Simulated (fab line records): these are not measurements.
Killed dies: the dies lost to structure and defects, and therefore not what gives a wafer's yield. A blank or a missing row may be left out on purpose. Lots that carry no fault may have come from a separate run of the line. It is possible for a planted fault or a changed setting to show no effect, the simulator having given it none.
Which tool was responsible? -- flow sky130 -- 13 lots, 39 wafers sampled, at 6 steps of a route of 708

## WHAT THE GAUGES SHOWED, per wafer
SKY_POLY_GATE_THK_MEAS_01.
lot,measured,on,POLY_GATE_CVD_00_THK (nm)
L587,day 14 04:37,film-metro-03,179.4 180.2 181.2
L588,day 14 08:53,film-metro-03,180.9 180.3 181.6
L589,day 14 18:01,film-metro-04,180.4 181.4 179.8
L591,day 16 02:47,film-metro-02,180.9 179.2 180.9
L592,day 16 02:47,film-metro-03,178.8 179.7 177.6
L593,day 16 02:49,film-metro-04,179.8 179.6 178.5
L594,day 17 07:41,film-metro-02,181.0 180.8 179.9
L595,day 17 15:23,film-metro-04,180.0 178.7 178.9
L596,day 17 15:23,film-metro-02,181.8 180.3 181.2
L597,day 18 01:25,film-metro-03,182.4 182.8 183.2
L598,day 18 12:07,film-metro-02,180.3 181.7 179.9
L599,day 18 22:00,film-metro-03,181.6 181.0 179.5
L603,day 19 23:31,film-metro-02,235.6 234.3 234.3

SKY_LOCAL_INTERCONNECT_RS_MEAS_01: measurement is done with a four-point probe.
lot,measured,on,LOCAL_INTERCONNECT_TIN_RS (ohm/sq)
L587,day 29 16:02,film-metro-03,14.28 14.30 14.35
L588,day 29 16:50,film-metro-03,14.31 14.22 14.19
L589,day 30 04:32,film-metro-03,13.92 13.88 13.89
L591,day 31 09:01,film-metro-01,14.17 14.07 14.01
L592,day 31 08:31,film-metro-01,14.48 14.37 14.56
L593,day 31 09:32,film-metro-01,14.13 14.19 14.22
L594,day 32 14:38,film-metro-03,13.89 13.91 13.86
L595,day 32 23:40,film-metro-01,14.14 14.18 14.16
L596,day 32 20:56,film-metro-03,14.15 14.39 14.04
L597,day 33 05:55,film-metro-01,13.98 14.11 14.02
L598,day 33 15:28,film-metro-01,14.00 14.04 13.93
L599,day 33 22:15,film-metro-03,14.24 14.15 14.11

## EACH LOT AND THE TOOL THAT RAN IT (in order: tool; ch and the chambers of the sampled wafers; start)
lot,SKY_NWELL_STRIP_25,SKY_POLY_GATE_CVD_00,SKY_POLY_GATE_ETCH_17,SKY_LI_CONTACT_CMP_24
L587,"plasma-asher-02 ch 0,1, day 5 10:15","lpcvd-01 ch 0, day 14 03:25","rie-si-01 ch 1,2,3, day 16 13:42","cmp-01 ch 0,1,2, day 29 15:39"
L588,"plasma-asher-04 ch 0,1, day 5 14:50","lpcvd-01 ch 0, day 14 07:41","rie-si-02 ch 1,2,3, day 16 16:18","cmp-02 ch 1,2,3, day 29 16:31"
L589,"plasma-asher-04 ch 0,1, day 5 19:30","lpcvd-01 ch 0, day 14 16:49","rie-si-01 ch 0,1, day 17 01:42","cmp-01 ch 0,1,3, day 30 04:17"
L591,"plasma-asher-04 ch 0,1, day 6 10:38","lpcvd-01 ch 1, day 16 00:59","rie-si-02 ch 0,1, day 18 13:53","cmp-02 ch 1,2,3, day 31 08:40"
L592,"plasma-asher-01 ch 0,1, day 6 16:36","lpcvd-01 ch 1, day 16 00:59","rie-si-01 ch 0,3, day 18 11:29","cmp-01 ch 2,3, day 31 08:13"
L593,"plasma-asher-01 ch 0,1, day 6 19:08","lpcvd-01 ch 0, day 16 00:59","rie-si-01 ch 0,1, day 18 14:14","cmp-02 ch 0,1,2, day 31 09:14"
L594,"plasma-asher-01 ch 0,1, day 7 05:37","lpcvd-01 ch 1, day 17 06:28","rie-si-01 ch 1,2, day 19 23:03","cmp-02 ch 0,1, day 32 14:16"
L595,"plasma-asher-04 ch 0,1, day 7 08:31","lpcvd-01 ch 0, day 17 14:11","rie-si-01 ch 0,1,2, day 20 08:06","cmp-01 ch 1,2,3, day 32 23:19"
L596,"plasma-asher-04 ch 0,1, day 7 13:25","lpcvd-01 ch 0, day 17 14:11","rie-si-02 ch 1,2, day 20 07:53","cmp-01 ch 0,1,3, day 32 20:37"
L597,"plasma-asher-04 ch 0,1, day 7 20:37","lpcvd-01 ch 1, day 18 00:13","rie-si-02 ch 0,2,3, day 20 16:48","cmp-02 ch 1,2,3, day 33 05:36"
L598,"plasma-asher-01 ch 0,1, day 8 03:13","lpcvd-01 ch 1, day 18 10:55","rie-si-02 ch 0,2,3, day 21 03:32","cmp-02 ch 0,1,3, day 33 15:09"
L599,"plasma-asher-01 ch 1, day 8 10:03","lpcvd-01 ch 0, day 18 20:48","rie-si-01 ch 1,2, day 21 14:18","cmp-02 ch 0,2,3, day 33 21:56"
L603,"plasma-asher-02 ch 0,1, day 9 10:49","lpcvd-01 ch 0, day 19 22:17","rie-si-01 ch 0,1,3, day 22 14:41",-
- SKY_NWELL_STRIP_25: strips in O2/N2.
- SKY_POLY_GATE_CVD_00: deposits poly-Si, target thk 180 nm, time 720 s.
- SKY_POLY_GATE_ETCH_17: etches poly-Si in HBr/Cl2, stops on SiO2, target depth 180 nm, time 70.5 s.
- SKY_LI_CONTACT_CMP_24: polishes, stops on PSG, t overpolish 20 s, target thk 0 nm.

## WHAT THE TOOLS THEMSELVES READ (means of the sampled wafers that have a number; where no wafer has one, the mark that the record gives instead)
SKY_NWELL_STRIP_25.
lot,tool,drypump-motor-current-A (A),n2-flow-sccm (sccm),oes-product-au (a.u.),strip-time-to-endpoint-s (s)
L587,plasma-asher-02,6.1,300.2,0.723,36.88
L588,plasma-asher-04,5.6,299.4,0.723,36.82
L589,plasma-asher-04,5.6,300.1,0.722,36.97
L591,plasma-asher-04,5.6,300.1,0.720,36.95
L592,plasma-asher-01,5.3,300.1,0.723,37.02
L593,plasma-asher-01,5.3,299.8,0.723,36.92
L594,plasma-asher-01,5.6,299.5,0.726,37.11
L595,plasma-asher-04,5.7,300.6,0.719,36.98
L596,plasma-asher-04,5.6,299.2,0.722,36.88
L597,plasma-asher-04,5.6,299.8,0.725,36.94
L598,plasma-asher-01,5.6,299.6,0.725,36.86
L599,plasma-asher-01,5.9,300.6,0.722,36.97
L603,plasma-asher-02,6.2,299.8,0.720,36.77

SKY_POLY_GATE_CVD_00.
lot,tool,spike-tc-bottom-C (C)
L587,lpcvd-01,643.4
L588,lpcvd-01,643.0
L589,lpcvd-01,643.0
L591,lpcvd-01,638.0
L592,lpcvd-01,640.6
L593,lpcvd-01,643.6
L594,lpcvd-01,638.6
L595,lpcvd-01,642.9
L596,lpcvd-01,642.5
L597,lpcvd-01,638.4
L598,lpcvd-01,639.8
L599,lpcvd-01,642.8
L603,lpcvd-01,643.4

SKY_POLY_GATE_ETCH_17.
lot,tool,drypump-motor-current-A (A),oes-product-au (a.u.),throttle-valve-pct (%)
L587,rie-si-01,5.9,0.991,33.686
L588,rie-si-02,5.7,0.994,33.676
L589,rie-si-01,5.8,0.988,33.678
L591,rie-si-02,4.8,0.989,33.695
L592,rie-si-01,5.8,0.981,33.683
L593,rie-si-01,5.9,0.989,33.682
L594,rie-si-01,5.7,0.992,33.681
L595,rie-si-01,5.8,0.989,33.691
L596,rie-si-02,5.1,0.993,33.694
L597,rie-si-02,5.6,0.999,33.695
L598,rie-si-02,5.6,0.992,33.684
L599,rie-si-01,5.9,0.988,33.675
L603,rie-si-01,5.9,1.010,33.686

SKY_LI_CONTACT_CMP_24.
lot,tool,edge-zone-pressure-frac,motor-current-A (A),overpolish-run-s (s),time-to-endpoint-s (s)
L587,cmp-01,0.996,12.3,19.998,98
L588,cmp-02,0.999,10.0,19.998,100
L589,cmp-01,1.000,11.1,20.004,97
L591,cmp-02,0.999,10.0,20.002,100
L592,cmp-01,0.994,12.4,20.006,101
L593,cmp-02,1.006,10.8,19.999,95
L594,cmp-02,1.001,11.2,19.993,95
L595,cmp-01,0.998,11.7,19.999,98
L596,cmp-01,1.002,11.0,19.999,101
L597,cmp-02,1.003,10.1,19.999,95
L598,cmp-02,1.002,10.9,19.998,93
L599,cmp-02,1.003,10.6,20.007,95

## THE ANSWER, worked out from the rows above alone
Rule: usual is defined by the lots themselves. Put in order of their means at a reading, lots are off if they are a third of the lots or fewer, leave a main group of 4 or more, and stand apart from it by a gap of 3 or more times the standard deviation of the main group's means; of several such gaps the widest counts. If all means in a main group match to the digits the tables above print for the reading, that group is not used. Also off: a lot with no number at a reading for which 4 or more lots have one. The other lots that the step has rows for count as sound. After the gauges, taken in route order, come the tools' own readings; for these a lot's mean is taken, as printed above. At the first step where some lot is off, the reading lying furthest off is the one used; lots without a number count as furthest.
Off: at SKY_POLY_GATE_THK_MEAS_01 (POLY_GATE_CVD_00_THK), L603. The main group has a mean of 180.4 nm with a standard deviation of 1.
If a tool, at a process step before that reading, ran all the lots that are off and no sound lot after the first of them, it fits. The gauges at SKY_POLY_GATE_THK_MEAS_01 are tried like those tools. Can't be told from this: 3 tools fit, plasma-asher-02 at SKY_NWELL_STRIP_25, lpcvd-01 at SKY_POLY_GATE_CVD_00, film-metro-02 at SKY_POLY_GATE_THK_MEAS_01.

## WHAT WAS PUT IN BY THE SIMULATOR
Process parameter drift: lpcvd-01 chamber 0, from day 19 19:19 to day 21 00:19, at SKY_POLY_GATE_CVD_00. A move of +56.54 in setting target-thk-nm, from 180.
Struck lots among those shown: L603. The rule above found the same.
